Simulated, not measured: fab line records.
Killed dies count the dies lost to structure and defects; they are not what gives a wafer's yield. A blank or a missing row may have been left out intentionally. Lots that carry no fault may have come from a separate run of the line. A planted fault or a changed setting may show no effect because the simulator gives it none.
fab line records | flow sky130
record: lots: 6 wafers: 18 last-day: 50
route steps=708 shown SONOS_ONO@176 GATE_OXIDE@187 POLY_GATE@204 PAD_OPEN@708
lots that met no fault: taken from a fault-free run of the same line
start-h: start of the lot's first displayed wafer, in hours after the record's first day | wait-h: hours from the lot's prior step to this one | " as in the row above | L1.1+2: one row covering several wafers at once | - value missing, or start not given | * or withheld: withheld | < > ~ a bound
route shown NAME@n: names a module that has steps shown in the file, with the first one's number in the route | usual: mean and standard deviation over wafers with no fault | same: alike in all rows | chamber/n: place in a boat | sites: per-site readings | _std_site: standard deviation across them | _edge_site: inner sites' mean taken away from outer sites' mean | radius-mm: for every site, how far away it sits from the centre of the wafer | mask NAME#n: copy n | behind: the tool/chamber that last shaped the wafer | hold: what put the lot on hold/how long, in hours/how the hold closed | device: whichever transistor did not switch (one of n, p or np) | end of line: the tests these same wafers got at the end of their route | where a step has no rows: the recipe by itself | killed: not the wafer's yield, but the dies lost to structure and defects at the first sort | map: shows each die of a wafer: x if killed, . if not, _ if none is there
set.NAME: the setting that was run; set.NAME@STEP: the one run at that earlier step | model.NAME: the simulator's own value behind a step, which no gauge read
lots at some steps of the route; a table a step, a row a wafer
services: the hour from which a tool's chamber was out of use, counted from the record's first day as start-h (under 0 if before that day), plus the number of hours and why
== steps ==
step: SKY_SONOS_ONO_COAT_08
recipe: resist: NOVOLAK spin-rpm: 3000 resist-thk-nm: 1140
step: SKY_SONOS_ONO_SOFTBAKE_09
recipe: temp-c: 91.18 time-s: 60 resist: NOVOLAK
step: SKY_SONOS_ONO_EXPOSE_10
recipe: mask-id: ONOM target-cd-nm: 410 na: 0.6 source-shape: conventional sigma-outer: 0.6 dose-mj: 150
step: SKY_SONOS_ONO_PEB_11
recipe: temp-c: withheld time-s: * resist: NOVOLAK
step: SKY_SONOS_ONO_DEVELOP_12
recipe: develop-time-s: 60 dev-temp-c: 23
step: SKY_SONOS_ONO_CD_MEAS_13
recipe: target-cd-nm: 410
usual: cd-nm: 410.1/2.3
columns lot.wafer tool chamber start-h wait-h cd-nm
L780.2 cd-sem-01 - 293.64 0.1 410.0
L780.4 " - " " 411.4
L780.6 " - " " 407.5
L781.1 cd-sem-02 - 303.66 0.1 406.2
L781.2 " - " " 407.3
L781.4 " - " " 407.6
L787.1 cd-sem-02 - 346.92 0.1 410.4
L787.3 " - " " 409.0
L787.5 " - " " 411.4
L788.2 cd-sem-02 - 368.68 0.1 407.6
L788.3 " - " " 407.4
L788.4 " - " " 407.4
L795.4 cd-sem-01 - 424.57 0.1 408.6
L795.5 " - " " 408.9
L795.6 " - " " 410.7
L800.1 cd-sem-02 - 464.51 0.1 411.1
L800.4 " - " " 410.3
L800.6 " - " " 410.7
step: SKY_SONOS_ONO_OVL_MEAS_14
usual: SONOS_ONO_OVL: 0.9/1.4
columns lot.wafer tool chamber start-h wait-h SONOS_ONO_OVL[nm]
L780.2 overlay-02 - 293.74 0.1 -1.5
L780.4 " - " " -0.2
L780.6 " - " " -0.9
L781.1 overlay-01 - 303.78 0.1 0.1
L781.2 " - " " 0.7
L781.4 " - " " 1.0
L787.1 overlay-02 - 347.04 0.1 1.8
L787.3 " - " " 2.7
L787.5 " - " " 1.5
L788.2 overlay-01 - 368.78 0.1 3.1
L788.3 " - " " -0.5
L788.4 " - " " -0.4
L795.4 overlay-01 - 424.64 0.1 2.9
L795.5 " - " " 3.9
L795.6 " - " " 4.7
L800.1 overlay-02 - 464.63 0.1 2.3
L800.4 " - " " 2.5
L800.6 " - " " 2.8
step: SKY_SONOS_ONO_ETCH_15
recipe: target-depth-nm: 19.52 chemistry: CHF3/O2 source-w: 600 bias-w: 200 pressure-mtorr: 40 chf3-flow-sccm: 50 O2_flow_sccm: 5 time-s: 7.8
usual: chf3-flow-sccm: 50.02/0.15 drypump-motor-current-A: 5.7/0.33 oes-product-au: 1.003/0.015 throttle-valve-pct: 8.825/0.011
columns lot.wafer tool chamber start-h wait-h chf3-flow-sccm drypump-motor-current-A oes-product-au rf-hours-counter-h throttle-valve-pct
L780.2 rie-diel-03 2 293.77 0.0 49.92 5.4 1.010 119 8.822
L780.4 " 1 " " 50.12 5.0 0.991 99 8.823
L780.6 " 3 " " 50.15 5.5 1.009 - 8.833
L781.1 rie-diel-04 0 303.81 0.0 50.05 6.3 1.005 8 8.832
L781.2 " 2 " " 50.05 5.5 1.007 113 8.828
L781.4 " 1 " " 50.06 5.6 0.995 - 8.835
L787.1 rie-diel-01 2 347.07 0.0 50.12 5.4 1.002 1 8.836
L787.3 " 0 " " 49.93 5.5 1.001 37 8.812
L787.5 " 2 " " 49.94 5.4 1.018 - 8.842
L788.2 rie-diel-01 0 368.81 0.0 49.97 5.6 0.989 37 8.835
L788.3 " 3 " " 50.09 5.6 1.019 36 8.823
L788.4 " 2 " " 50.10 5.4 0.994 1 8.815
L795.4 rie-diel-04 2 424.67 0.0 49.95 5.5 0.976 - 8.810
L795.5 " 0 " " 50.18 6.4 1.007 - 8.835
L795.6 " 3 " " 49.95 6.2 1.016 - 8.818
L800.1 rie-diel-01 0 464.66 0.0 50.18 5.5 0.989 39 8.807
L800.4 " 3 " " 50.09 5.6 1.029 38 8.834
L800.6 " 2 " " 49.97 5.4 1.018 - 8.826
step: SKY_SONOS_ONO_WET_ETCH_16
recipe: chemistry: dHF target-depth-nm: 14 dry: n2-spin target: SiO2 dilution: 100:1 temp-c: 25 time-s: 280
step: SKY_SONOS_ONO_STRIP_17
recipe: chemistry: O2/N2 power-w: 1400 pressure-mtorr: 1500 platen-temp-c: withheld o2-flow-sccm: 3000 n2-flow-sccm: 300 overash-fraction: 0.5
usual: drypump-motor-current-A: 5.7/0.61 oes-product-au: 0.710/0.0047 strip-time-to-endpoint-s: 14.05/0.041
columns lot.wafer tool chamber start-h wait-h drypump-motor-current-A oes-product-au rf-hours-counter-h strip-time-to-endpoint-s
L780.2 plasma-asher-01 0 293.88 0.0 5.4 0.704 49 14.01
L780.4 " 0 " " 5.4 0.711 - 14.07
L780.6 " 1 " " 5.0 0.711 - 13.99
L781.1 plasma-asher-04 1 303.93 0.0 6.1 0.704 17 13.97
L781.2 " 0 " " 6.7 0.709 17 13.96
L781.4 " 0 " " 6.7 0.707 - 14.01
L787.1 plasma-asher-04 0 347.18 0.0 6.7 0.706 21 14.06
L787.3 " 0 " " 6.6 0.708 - 14.00
L787.5 " 0 " " 6.6 0.714 - 14.05
L788.2 plasma-asher-03 0 368.92 0.0 5.1 0.714 69 14.02
L788.3 " 0 " " 5.1 0.703 - 14.05
L788.4 " 1 " " 5.5 0.714 - 14.10
L795.4 plasma-asher-01 0 424.80 0.0 5.4 0.714 - 14.05
L795.5 " 0 " " 5.4 0.713 - 14.07
L795.6 " 1 " " 5.0 0.710 - 14.05
L800.1 plasma-asher-04 1 464.78 0.0 6.1 0.705 33 14.04
L800.4 " 1 " " 6.1 0.708 - 14.02
L800.6 " 1 " " 6.1 0.711 - 14.02
step: SKY_SONOS_ONO_WET_ETCH_18
recipe: chemistry: H3PO4 target-depth-nm: 15 target: Si3N4 temp-c: 160 time-s: 172
step: SKY_GATE_OXIDE_CLEAN_00
recipe: chemistry: SC1/SC2 mix: 1:4:20 temp-c: 70 time-s: 150 dry: n2-spin
step: SKY_GATE_OXIDE_OXIDATION_01
recipe: temp-c: 900 ambient: O2 stabilise-s: 600 purge-s: 300 target-thk-a: 102.68 ox-time-s: 1473
usual: spike-tc-bottom-C: 921.4/2.2 spike-tc-centre-C: 899.6/1.6 spike-tc-lower-C: 901.2/1.2 spike-tc-top-C: 907.6/2.9 spike-tc-upper-C: 902.2/1.5 tube-center-temp-C: 900.01/0.09 tube_center_temp_C_max: 902.3/0.36
columns lot.wafer tool chamber start-h wait-h spike-tc-bottom-C spike-tc-centre-C spike-tc-lower-C spike-tc-top-C spike-tc-upper-C tube-center-temp-C tube_center_temp_C_max model.SiO2_of_GATE_OXIDE_OXIDATION_01.thk-nm
L780.2 furnace-01 0 294.44 0.3 923.2 901.1 901.6 910.8 902.0 899.99 901.9 10.45
L780.4 " 0 " " 923.7 899.6 902.1 909.1 903.8 900.28 902.5 10.6
L780.6 " 0 " " 922.9 899.8 902.5 910.9 902.1 900.08 902.0 10.42
L781.1 furnace-02 0 305.11 1.0 920.3 898.3 900.0 904.9 898.8 899.93 902.7 10.35
L781.2 " 0 " " 916.4 898.8 897.9 903.8 901.3 900.02 902.5 10.52
L781.4 " 0 " " 918.5 897.3 899.1 902.7 901.6 900.04 901.7 10.5
L787.1 furnace-02 0 347.39 0.0 912.9 892.8 895.5 898.6 894.1 893.78 895.7 9.47
L787.3 " 0 " " 912.6 891.5 894.1 899.4 892.9 893.72 896.4 9.482
L787.5 " 0 " " 911.3 893.0 892.2 898.6 894.6 893.76 896.0 9.588
L788.2 furnace-02 0 369.34 0.2 912.2 892.4 893.9 898.7 895.2 893.72 896.1 9.797
L788.3 " 0 " " 912.7 890.4 894.0 898.2 895.5 893.93 896.6 9.734
L788.4 " 0 " " 911.5 892.2 893.4 897.9 894.0 893.74 896.4 9.717
L795.4 furnace-01 0 426.05 1.1 921.6 900.7 901.1 909.3 903.1 900.14 902.1 10.12
L795.5 " 0 " " 924.4 900.6 900.1 907.6 903.3 900.03 902.3 9.854
L795.6 " 0 " " 921.9 900.1 900.9 909.8 902.9 900.04 902.2 9.918
L800.1 furnace-01 0 464.98 0.0 924.5 900.7 901.4 912.3 903.3 899.98 901.9 9.879
L800.4 " 0 " " 921.1 900.4 901.3 910.6 903.3 899.99 902.3 9.994
L800.6 " 0 " " 921.5 900.8 903.1 911.0 901.9 900.05 901.8 9.941
step: SKY_GATE_OXIDE_THK_MEAS_02
recipe: reads: SiO2_of_GATE_OXIDE_OXIDATION_01
usual: GATE_OXIDE_OXIDATION_00_THK: 10.26/0.21
columns lot.wafer tool chamber start-h wait-h GATE_OXIDE_OXIDATION_00_THK[nm]
L780.2 film-metro-04 - 295.85 0.0 10.46
L780.4 " - " " 10.55
L780.6 " - " " 10.42
L781.1 film-metro-04 - 306.52 0.0 10.35
L781.2 " - " " 10.48
L781.4 " - " " 10.52
L787.1 film-metro-02 - 348.79 0.0 9.48
L787.3 " - " " 9.48
L787.5 " - " " 9.57
L788.2 film-metro-04 - 370.76 0.0 9.79
L788.3 " - " " 9.70
L788.4 " - " " 9.68
L795.4 film-metro-03 - 427.49 0.0 10.10
L795.5 " - " " 9.86
L795.6 " - " " 9.89
L800.1 film-metro-02 - 466.39 0.0 9.90
L800.4 " - " " 10.03
L800.6 " - " " 9.95
step: SKY_GATE_OXIDE_DEHYDRATE_03
recipe: temp-c: 200 time-s: 60
step: SKY_GATE_OXIDE_HMDS_04
recipe: prime-time-s: 60 prime-temp-c: 120
step: SKY_GATE_OXIDE_COAT_05
recipe: resist: NOVOLAK spin-rpm: 3000 resist-thk-nm: 1140
step: SKY_GATE_OXIDE_SOFTBAKE_06
recipe: temp-c: 90 time-s: 60 resist: NOVOLAK
step: SKY_GATE_OXIDE_EXPOSE_07
recipe: mask-id: LVOM na: 0.6 source-shape: conventional sigma-outer: 0.6 polarization: unpolarized target-cd-nm: 600 dose-mj: 170
step: SKY_GATE_OXIDE_PEB_08
recipe: temp-c: withheld time-s: * resist: NOVOLAK
step: SKY_GATE_OXIDE_DEVELOP_09
recipe: resist: NOVOLAK developer: TMAH develop-time-s: 60 dev-temp-c: 23
step: SKY_GATE_OXIDE_OVL_MEAS_10
usual: GATE_OXIDE_OVL: 0.0/1.5
columns lot.wafer tool chamber start-h wait-h GATE_OXIDE_OVL[nm]
L780.2 overlay-01 - 321.07 0.1 2.9
L780.4 " - " " 0.6
L780.6 " - " " 0.2
L781.1 overlay-02 - 332.48 0.1 -0.1
L781.2 " - " " -1.2
L781.4 " - " " 1.1
L787.1 overlay-01 - 376.91 0.1 -1.7
L787.3 " - " " -1.6
L787.5 " - " " -2.9
L788.2 overlay-02 - 400.67 0.1 -0.5
L788.3 " - " " 0.5
L788.4 " - " " -2.3
L795.4 overlay-02 - 458.18 0.1 -1.9
L795.5 " - " " 0.4
L795.6 " - " " 1.1
L800.1 overlay-02 - 497.93 0.1 -0.8
L800.4 " - " " -1.1
L800.6 " - " " -0.6
step: SKY_GATE_OXIDE_IMPLANT_11
recipe: species: B energy-kev: 10 dose-cm2: 2.551e+12 tilt-deg: withheld
step: SKY_GATE_OXIDE_WET_ETCH_12
recipe: chemistry: dHF target-depth-nm: 16.8 dry: n2-spin target: SiO2 dilution: 100:1 temp-c: 25 time-s: 336
step: SKY_GATE_OXIDE_STRIP_13
recipe: chemistry: O2/N2 power-w: 1400 pressure-mtorr: 1500 platen-temp-c: withheld o2-flow-sccm: 3000 n2-flow-sccm: 300 overash-fraction: 0.5
usual: drypump-motor-current-A: 5.9/0.61 oes-product-au: 0.715/0.0044 strip-time-to-endpoint-s: 14.20/0.042
columns lot.wafer tool chamber start-h wait-h drypump-motor-current-A oes-product-au rf-hours-counter-h strip-time-to-endpoint-s
L780.2 plasma-asher-03 0 321.35 0.0 5.1 0.716 64 14.14
L780.4 " 1 " " 5.5 0.716 - 14.18
L780.6 " 1 " " 5.5 0.716 - 14.17
L781.1 plasma-asher-04 1 332.76 0.0 6.1 0.715 19 14.17
L781.2 " 0 " " 6.7 0.710 19 14.21
L781.4 " 0 " " 6.7 0.724 - 14.15
L787.1 plasma-asher-04 1 377.20 0.0 6.1 0.726 24 14.19
L787.3 " 1 " " 6.1 0.715 - 14.18
L787.5 " 1 " " 6.1 0.707 - 14.21
L788.2 plasma-asher-03 1 400.95 0.0 5.5 0.717 72 14.21
L788.3 " 0 " " 5.0 0.717 - 14.18
L788.4 " 1 " " 5.5 0.713 - 14.21
L795.4 plasma-asher-03 0 458.48 0.0 5.1 0.715 - 14.15
L795.5 " 1 " " 5.5 0.717 - 14.16
L795.6 " 0 " " 5.1 0.722 - 14.18
L800.1 plasma-asher-03 0 498.21 0.0 5.0 0.712 6 14.24
L800.4 " 0 " " 5.1 0.709 - 14.20
L800.6 " 1 " " 5.5 0.714 - 14.21
step: SKY_GATE_OXIDE_TW_MEAS_14
usual: GATE_OXIDE_TW: 219.9/1.8
columns lot.wafer tool chamber start-h wait-h GATE_OXIDE_TW
L780.2 film-metro-02 - 321.46 0.1 220.3
L780.4 " - " " 220.5
L780.6 " - " " 221.0
L781.1 film-metro-04 - 332.86 0.1 223.3
L781.2 " - " " 223.2
L781.4 " - " " 222.4
L787.1 film-metro-04 - 377.30 0.1 222.5
L787.3 " - " " 222.0
L787.5 " - " " 220.7
L788.2 film-metro-03 - 401.06 0.1 218.1
L788.3 " - " " 219.0
L788.4 " - " " 218.3
L795.4 film-metro-03 - 458.58 0.1 217.9
L795.5 " - " " 217.7
L795.6 " - " " 219.5
L800.1 film-metro-02 - 498.31 0.1 220.5
L800.4 " - " " 219.8
L800.6 " - " " 221.0
step: SKY_GATE_OXIDE_CLEAN_15
recipe: chemistry: SC1/SC2 mix: 1:4:20 temp-c: 70 time-s: 150 dry: n2-spin
step: SKY_GATE_OXIDE_OXIDATION_16
recipe: temp-c: 800 ambient: O2 idle-temp-c: 700 ramp-up-c-per-min: 10 ramp-down-c-per-min: 3 stabilise-s: 600 purge-s: 300 target-thk-a: 35.7 ox-time-s: 1915
usual: spike-tc-bottom-C: 821.3/2.2 spike-tc-centre-C: 798.9/1.4 spike-tc-lower-C: 800.8/1.2 spike-tc-top-C: 808.2/2.9 spike-tc-upper-C: 801.4/1.5 tube-center-temp-C: 800/0.074 tube_center_temp_C_max: 802.0/0.3
columns lot.wafer tool chamber start-h wait-h spike-tc-bottom-C spike-tc-centre-C spike-tc-lower-C spike-tc-top-C spike-tc-upper-C tube-center-temp-C tube_center_temp_C_max model.SiO2_of_GATE_OXIDE_OXIDATION_01.thk-nm
L780.2 furnace-02 0 321.77 0.2 819.1 799.4 799.4 804.3 801.2 799.98 801.6 11.75
L780.4 " 0 " " 820.9 799.5 799.2 806.8 801.2 800.04 802.6 11.9
L780.6 " 0 " " 821.5 800.0 799.0 806.5 800.5 800.08 802.0 11.73
L781.1 furnace-02 0 337.30 4.3 820.1 798.9 800.3 806.4 799.6 800.05 802.0 11.76
L781.2 " 0 " " 818.4 797.8 801.2 807.2 801.1 799.99 801.5 11.88
L781.4 " 0 " " 820.0 798.7 798.6 807.1 800.7 800.14 801.8 11.88
L787.1 furnace-01 0 377.41 0.0 824.2 801.1 800.9 812.0 800.6 800.02 801.9 10.89
L787.3 " 0 " " 825.6 800.9 801.1 811.3 802.5 800.01 802.0 10.93
L787.5 " 0 " " 825.0 800.7 800.9 812.1 803.0 800.03 801.7 11
L788.2 furnace-02 0 403.20 2.0 819.1 798.7 801.2 807.0 798.8 799.9 802.1 11.18
L788.3 " 0 " " 821.4 799.3 798.6 806.3 799.9 799.92 802.3 11.17
L788.4 " 0 " " 820.2 797.3 802.8 805.4 801.0 800 802.2 11.11
L795.4 furnace-02 0 458.81 0.1 820.6 798.4 799.4 805.4 799.8 800.09 802.2 11.5
L795.5 " 0 " " 820.7 798.0 800.4 806.7 801.5 799.92 801.8 11.23
L795.6 " 0 " " 820.1 798.6 801.3 806.0 801.0 800 802.1 11.31
L800.1 furnace-01 0 498.43 0.0 821.5 801.3 802.4 811.6 803.5 800.03 801.9 11.23
L800.4 " 0 " " 824.2 801.4 802.0 811.9 803.2 799.97 802.0 11.34
L800.6 " 0 " " 823.1 800.3 802.1 812.1 804.3 799.97 801.8 11.34
step: SKY_POLY_GATE_CVD_00
recipe: material: poly-Si target-thk-nm: 180 temp-c: 620 time-s: 720 pressure-mtorr: 200
step: SKY_PAD_OPEN_PROBE_99
usual: killed_at_M0_to_M3: 44/7.9 killed_at_M4_up: 3.1/2 killed-at-contacts: 23/4.9 killed-at-front-end: 15/3.9 killed-at-other: 0.2/0.49 killed-dies: 86/10 killed-open: 47/7.1 killed-short: 39/7.1
same: gross-dies: 492 killed-at-back-side: 0
columns lot.wafer tool chamber start-h wait-h killed_at_M0_to_M3 killed_at_M4_up killed-at-contacts killed-at-front-end killed-at-other killed-dies killed-open killed-short model.etest.nfet_16v.r-on-ohm-um model.etest.tip-sonos.rs-ohm-sq model.etest.pfet-g5v0d10v5.r-on-ohm-um model.etest.nfet-g5v0d10v5.r-on-ohm-um model.etest.nfet-g5v0d10v5.drive-ua-um model.etest.nfet_05v0_nvt.drive-ua-um model.etest.pfet-g5v0d10v5.drive-ua-um model.etest.nfet_16v.drive-ua-um
L780.2 prober-02 - 1084.84 0.1 55 4 28 11 0 98 46 50 1.383e+04 2709 4728 1880 598.1 569.9 336.9 221.5
L780.4 prober-02 - 1084.94 0.2 51 5 17 10 0 83 42 41 1.406e+04 2721 4822 1921 589.4 559.6 328.2 215.6
L780.6 prober-02 - 1085.04 0.2 49 0 26 9 0 84 49 35 1.4e+04 2700 4790 1888 596.9 570 336.4 219
L781.1 prober-01 - 1098.84 0.1 40 3 30 16 1 90 48 42 1.406e+04 2715 4833 1919 599.2 568.8 333.6 220.3
L781.2 prober-01 - 1098.89 0.1 40 1 28 6 0 75 45 30 1.408e+04 2676 4830 1895 592.3 567.8 336.3 216.5
L781.4 prober-01 - 1098.99 0.2 43 2 22 16 0 83 43 40 1.428e+04 2685 4818 1913 592.8 566.7 333.5 215.6
L787.1 prober-01 - 1133.82 0.1 47 3 22 16 0 88 53 34 1.358e+04 2535 4653 1822 647.8 611.7 353.5 238.5
L787.3 prober-01 - 1133.92 0.2 39 2 22 17 0 80 46 30 1.347e+04 2577 4592 1797 645.5 610.8 359.8 238.5
L787.5 prober-01 - 1134.02 0.2 54 5 26 10 0 95 55 40 1.358e+04 2585 4650 1829 638.2 603.3 352.7 235.7
L788.2 prober-02 - 1142.66 0.1 53 2 22 21 0 98 53 45 1.384e+04 2533 4694 1836 627.1 593.5 348.2 231.6
L788.3 prober-02 - 1142.71 0.2 43 2 33 15 2 95 50 44 1.386e+04 2548 4749 1850 629.2 595.7 348.2 232.8
L788.4 prober-02 - 1142.76 0.2 34 4 25 17 0 80 38 42 1.383e+04 2496 4701 1841 640 600.6 348 232.7
L795.4 prober-02 - 1173.98 0.2 47 5 31 22 0 105 55 50 1.388e+04 2635 4798 1849 617 579.9 338.1 225.9
L795.5 prober-02 - 1174.03 0.2 37 2 18 15 0 72 36 36 1.373e+04 2591 4732 1837 625.8 594 342.4 232.5
L795.6 prober-02 - 1174.08 0.2 32 1 19 16 0 68 43 25 1.394e+04 2590 4685 1834 622.6 589.5 346.3 228
L800.1 prober-02 - 1195.55 0.1 47 6 18 19 0 90 52 38 1.386e+04 2633 4695 1870 618.5 594.6 344.9 231.7
L800.4 prober-02 - 1195.70 0.2 36 2 27 14 1 80 44 36 1.395e+04 2619 4732 1856 624.4 588 344.4 226.6
L800.6 prober-02 - 1195.80 0.2 47 5 20 16 0 88 51 37 1.403e+04 2658 4725 1849 622.2 587.5 345.3 227.5
killed by level:class
L780.2 VIA1:geometric-particle:open=11 VIA3:geometric-particle:open=11 CONTACT:geometric-particle:short=9 CONTACT:geometric-particle:open=7 METAL2:geometric-particle:short=6 LI_CONTACT:geometric-particle:short=5 VIA2:geometric-particle:open=5 VIA2:geometric-particle:short=4
L780.4 METAL1:geometric-particle:short=9 VIA1:geometric-particle:open=9 METAL2:geometric-particle:short=7 CONTACT:geometric-particle:open=6 VIA2:geometric-particle:open=6 VIA1:geometric-particle:short=5 LI_CONTACT:geometric-particle:open=4 FIELD_ISO:geometric-particle:short=3
L780.6 VIA2:geometric-particle:open=11 LI_CONTACT:geometric-particle:open=10 VIA1:geometric-particle:open=10 CONTACT:geometric-particle:open=6 CONTACT:geometric-particle:short=6 VIA3:geometric-particle:open=6 METAL1:geometric-particle:short=5 VIA1:geometric-particle:short=5
L781.1 LI_CONTACT:geometric-particle:open=12 VIA1:geometric-particle:open=10 LOCAL_INTERCONNECT:geometric-particle:short=7 CONTACT:geometric-particle:short=6 VIA2:geometric-particle:open=6 POLY_GATE:geometric-particle:short=5 METAL1:geometric-particle:short=5 VIA1:geometric-particle:short=5
L781.2 VIA3:geometric-particle:open=10 LOCAL_INTERCONNECT:geometric-particle:short=8 CONTACT:geometric-particle:open=7 CONTACT:geometric-particle:short=7 VIA1:geometric-particle:open=6 VIA2:geometric-particle:open=6 LI_CONTACT:geometric-particle:open=4 METAL1:geometric-particle:open=4
L781.4 CONTACT:geometric-particle:open=11 VIA1:geometric-particle:open=7 VIA3:geometric-particle:open=6 METAL1:geometric-particle:short=6 VIA2:geometric-particle:open=6 POLY_GATE:geometric-particle:short=4 METAL2:geometric-particle:short=4 METAL3:geometric-particle:short=4
L787.1 VIA1:geometric-particle:open=19 CONTACT:geometric-particle:open=9 LI_CONTACT:geometric-particle:open=7 VIA1:geometric-particle:short=7 POLY_GATE:geometric-particle:open=6 VIA2:geometric-particle:open=6 FIELD_ISO:geometric-particle:short=5 METAL3:geometric-particle:short=4
L787.3 CONTACT:geometric-particle:open=11 VIA1:geometric-particle:open=10 VIA1:geometric-particle:short=6 LI_CONTACT:geometric-particle:open=5 VIA3:geometric-particle:open=4 METAL2:geometric-particle:short=4 POLY_GATE:area-etch=4 FIELD_ISO:geometric-particle:open=3
L787.5 VIA1:geometric-particle:open=20 METAL2:geometric-particle:short=10 CONTACT:geometric-particle:open=8 LI_CONTACT:geometric-particle:open=7 VIA2:geometric-particle:open=6 CONTACT:geometric-particle:short=5 METAL1:geometric-particle:short=5 POLY_GATE:geometric-particle:open=3
L788.2 VIA1:geometric-particle:open=10 VIA3:geometric-particle:open=8 LI_CONTACT:geometric-particle:open=7 METAL1:geometric-particle:short=7 VIA1:geometric-particle:short=7 METAL2:geometric-particle:short=7 FIELD_ISO:geometric-particle:open=6 VIA2:geometric-particle:open=6
L788.3 VIA1:geometric-particle:open=13 CONTACT:geometric-particle:open=12 CONTACT:geometric-particle:short=8 METAL2:geometric-particle:short=8 LI_CONTACT:geometric-particle:open=5 VIA3:geometric-particle:open=5 METAL1:geometric-particle:short=5 FIELD_ISO:geometric-particle:short=4
L788.4 CONTACT:geometric-particle:open=9 LI_CONTACT:geometric-particle:open=7 FIELD_ISO:geometric-particle:short=6 LI_CONTACT:geometric-particle:short=5 METAL2:geometric-particle:short=5 VIA2:geometric-particle:open=5 METAL1:geometric-particle:short=4 VIA3:geometric-particle:short=4
L795.4 CONTACT:geometric-particle:open=12 VIA1:geometric-particle:open=10 LI_CONTACT:geometric-particle:open=9 VIA3:geometric-particle:open=8 POLY_GATE:geometric-particle:short=7 METAL2:geometric-particle:short=6 VIA1:geometric-particle:short=5 METAL1:geometric-particle:short=5
L795.5 CONTACT:geometric-particle:open=8 VIA1:geometric-particle:short=7 FIELD_ISO:geometric-particle:short=5 VIA1:geometric-particle:open=5 LI_CONTACT:geometric-particle:open=4 METAL1:geometric-particle:short=4 VIA2:geometric-particle:open=4 POLY_GATE:geometric-particle:open=3
L795.6 VIA1:geometric-particle:open=9 LI_CONTACT:geometric-particle:open=8 VIA2:geometric-particle:open=7 CONTACT:geometric-particle:open=5 CONTACT:geometric-particle:short=4 VIA1:geometric-particle:short=4 FIELD_ISO:geometric-particle:short=3 POLY_GATE:geometric-particle:short=3
L800.1 VIA3:geometric-particle:open=10 VIA1:geometric-particle:open=9 VIA2:geometric-particle:open=7 VIA1:geometric-particle:short=6 METAL3:geometric-particle:open=6 FIELD_ISO:geometric-particle:open=5 LOCAL_INTERCONNECT:geometric-particle:short=5 CONTACT:geometric-particle:short=5
L800.4 CONTACT:geometric-particle:open=12 VIA1:geometric-particle:open=7 METAL1:geometric-particle:short=6 FIELD_ISO:geometric-particle:open=5 CONTACT:geometric-particle:short=5 METAL3:geometric-particle:short=5 METAL2:geometric-particle:short=5 VIA2:geometric-particle:open=5
L800.6 FIELD_ISO:geometric-particle:open=10 VIA1:geometric-particle:open=9 VIA2:geometric-particle:open=8 LI_CONTACT:geometric-particle:open=7 VIA3:geometric-particle:open=7 METAL2:geometric-particle:short=6 METAL3:geometric-particle:short=6 CONTACT:geometric-particle:open=5
== services ==
columns tool chamber start-h hours kind
plasma-asher-03 - 284.00 3.3 repair
furnace-02 - 296.09 4.8 repair
rie-diel-04 3 302.47 6.1 repair
plasma-asher-04 - 306.27 1.4 repair
furnace-01 - 311.67 11.1 pm
rie-diel-04 0 322.63 3.3 repair
furnace-01 - 322.81 4.2 pm
rie-diel-04 3 324.05 2.2 repair
furnace-02 - 327.49 3.4 pm
plasma-asher-01 - 327.62 1.0 repair
furnace-02 - 332.23 3.7 pm
plasma-asher-03 - 334.06 2.8 pm
rie-diel-01 3 376.95 15.5 repair
rie-diel-04 2 383.54 6.3 repair
plasma-asher-04 - 406.08 2.8 pm
plasma-asher-03 - 421.25 9.0 pm
plasma-asher-04 - 430.45 1.0 repair
rie-diel-01 2 440.05 2.8 repair
rie-diel-01 - 457.21 0.9 repair
rie-diel-04 1 458.71 5.9 repair
rie-diel-04 2 460.38 15.4 repair
rie-diel-01 1 469.77 4.8 repair
furnace-01 - 480.95 2.9 pm
rie-diel-04 1 497.68 3.0 repair
== key ==
first-sign: step: SKY_GATE_OXIDE_OXIDATION_01 reading: tube-center-temp-C direction: down sigmas: 69 usual: * struck: *
effect: step: SKY_GATE_OXIDE_OXIDATION_01 reading: tube_center_temp_C_max direction: down sigmas: 17 usual: * struck: *
effect: step: SKY_GATE_OXIDE_THK_MEAS_02 reading: GATE_OXIDE_OXIDATION_00_THK direction: down sigmas: 3 usual: 10.26 struck: 9.62
model-effect: step: SKY_GATE_OXIDE_OXIDATION_01 value: SiO2_of_GATE_OXIDE_OXIDATION_01.thk-nm without: 10.32 struck: 9.631
model-effect: step: SKY_GATE_OXIDE_OXIDATION_16 value: SiO2_of_GATE_OXIDE_OXIDATION_01.thk-nm without: 11.68 struck: 11.04
model-effect: step: SKY_PAD_OPEN_PROBE_99 value: etest.nfet_16v.r-on-ohm-um without: 1.406e+04 struck: 1.369e+04
met-at SKY_GATE_OXIDE_OXIDATION_01
struck-wafers L787.1,L787.3,L787.5,L788.2,L788.3,L788.4
tester-left-out L787,L788
onset-between 305.11 347.39
fault: kind: process-parameter-drift tool: furnace-02 chamber: - onset-h: 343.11 steps: SKY_GATE_OXIDE_OXIDATION_01 channel: temp-c offset: * shape: step end-h: 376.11 acts-in: * stated: *
tester-left-out: of these lots the tester's yield and bins aren't shown, on N5 and GAA mostly nor the transistor test; their killed dies are dies lost to structure and defects alone, not to doping, threshold or leakage, so they don't give the yield
